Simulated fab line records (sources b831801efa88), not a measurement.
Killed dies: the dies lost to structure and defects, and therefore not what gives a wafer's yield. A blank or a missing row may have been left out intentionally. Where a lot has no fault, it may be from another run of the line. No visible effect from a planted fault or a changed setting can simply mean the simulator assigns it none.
Matching of chambers | flow sky130 | SKY_VIA2_ETCH_14 on rieDiel-02 has 4 sister chambers
The step etches BARC in N2/H2, stops on SiO2, time 45.9 s, target depth 60 nm. 8 wafers are shown with their chamber, then 10 later ones without.

== WAFERS, EACH WITH ITS CHAMBER ==
wafer  | chamber | drypumpMotorCurrentA (A) | oesProductAu (a.u.)
L083.2 | 0       | 5.5                      | 0.852
L084.4 | 1       | 5.6                      | 0.854
L084.6 | 2       | 6.5                      | 0.858
L090.1 | 0       | 5.5                      | 0.854
L090.2 | 1       | 5.5                      | 0.850
L090.3 | 3       | 5.6                      | 0.854
L090.4 | 2       | 6.5                      | 0.855
L090.5 | 3       | 5.6                      | 0.855

== WAFERS WITHOUT THEIR CHAMBER ==
wafer  | drypumpMotorCurrentA (A) | oesProductAu (a.u.)
L090.6 | 5.5                      | 0.852
L091.1 | 5.5                      | 0.849
L091.3 | 5.5                      | 0.856
L091.6 | 5.5                      | 0.853
L094.1 | 5.6                      | 0.854
L094.2 | 6.5                      | 0.854
L094.4 | 5.5                      | 0.856
L095.1 | 5.5                      | 0.849
L095.4 | 5.6                      | 0.855
L095.5 | 5.5                      | 0.852

== CHAMBER TAKEN BY EACH ==
wafer  | from the rows above          | in truth
L090.6 | can't be placed: 0 or 1      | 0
L091.1 | can't be placed: 0 or 1 or 3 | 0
L091.3 | can't be placed: 0 or 1 or 3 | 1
L091.6 | can't be placed: 0 or 1      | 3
L094.1 | can't be placed: 3 or 1      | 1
L094.2 | 2                            | 2
L094.4 | can't be placed: 0 or 1 or 3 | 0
L095.1 | can't be placed: 0 or 1 or 3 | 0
L095.4 | can't be placed: 3 or 1      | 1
L095.5 | can't be placed: 0 or 1      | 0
Correctly placed: 1 of 10. These rows do not allow placing 9 (true chamber among the candidates in 8). Wrongly placed: 0.
How it was worked out, from the rows above alone: a wafer's distance from a chamber is the root of the sum, over the readings, of the square of ((its reading less the chamber's mean) divided by the reading's scatter). The wafer belongs to the nearest chamber; if the next one is less than 2 further off, it can't be placed. The mean given for a chamber averages the wafers shown for that chamber. The scatter is the square root of a quotient: the sum, over the shown wafers, of each reading's squared deviation from its chamber's mean, divided by wafers minus chambers.
